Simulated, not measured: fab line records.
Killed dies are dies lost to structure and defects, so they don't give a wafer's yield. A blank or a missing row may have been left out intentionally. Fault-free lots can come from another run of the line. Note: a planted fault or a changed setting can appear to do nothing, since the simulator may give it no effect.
Problem report, 8D (eight disciplines) form, completed by code    flow gf180mcu    the parts of the form that need people (team, actions taken, sign-off) are left out

1. PROBLEM STATEMENT
GF_NWELL_STRIP_10, oes product au: mean 0.970 a.u. on 3 wafers (1 lot); fault-free wafers 0.722 a.u., standard deviation 0.0045. That puts it +55 standard deviations away from the usual mean.
The step: strips in O2/N2.
The first sign was on wafer L171.3 at day 6 23:35, on plasma asher-04. Wafers with a number at this step in the record: 36, from 12 lots. Rule for "out" (also "out of limits"): further than 4 standard deviations from the usual mean. The rest of the wafers with a number are treated as sound.

2. WHAT IT IS, AND WHAT IT ISN'T
question                     is                      is not
which readings at this step  oes product au          drypump motor current A, heater power w, o2 flow sccm
which lots                   L171                    L155, L156, L157, L158, L159, L160, L163, L164, L166, L170, L177
which wafers of those lots   all that have a number  -
read on which tools          plasma asher-04         plasma asher-02, plasma asher-03
when                         from day 6 23:35        up to then (30 sound wafers); but 3 sound wafers of L177 came after

3. WHAT RULES OUT EACH SUSPECT
Counting: a tool at a process step up to the reading stays a suspect if it ran every lot that is out and no sound lot after the first of them.
- plasma asher-04 at GF_NWELL_STRIP_10 (strips in O2/N2): kept. It ran the lot that is out, L171 (day 6 23:35), and no sound lot after that; its last sound lot up to then is L170 (day 6 17:37). On those wafers its own readings are out: oes product au.
Remaining after the count: plasma asher-04 at GF_NWELL_STRIP_10.

4. THE CAUSE (what the simulator had put in)
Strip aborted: plasma asher-04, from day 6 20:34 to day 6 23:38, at GF_NWELL_STRIP_10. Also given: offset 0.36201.
Only this tool survived the counting.

5. THE EFFECT CHAIN, in route order
Each row: a reading whose mean over the struck wafers that have a number lies more than 3 standard deviations from the usual. Readings are gone through only where the record gives a usual standard deviation; hours: the median, over the lots, of the time from a lot's start at the first step in this table giving one to that lot's start at this step; sigmas: the change measured in usual standard deviations.
hours  step                 reading                   usual       on struck wafers  change  sigmas
0      GF_NWELL_STRIP_10    oes product au            0.722 a.u.  0.970             +0.248  +55
16     GF_LVPWELL_STRIP_10  strip time to endpoint s  36.97 s     38.64             +1.67   +15
Its process steps:
- GF_NWELL_STRIP_10: strips in O2/N2.
- GF_LVPWELL_STRIP_10: strips in O2/N2.
Readings that are blank on the struck wafers while sound wafers have them: strip time to endpoint s at GF_NWELL_STRIP_10.
Later measuring or inspecting steps at which every struck wafer that the step has a row for has a number for every such reading, and none has moved that far: GF_VT_IMPLANT_OVL_MEAS_40, GF_POLY_GATE_CD_MEAS_18.

6. WHAT WOULD HAVE CAUGHT IT SOONER
The fault began at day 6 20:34; the first out-of-limits reading in this record came at day 6 23:35, 3 hours later.
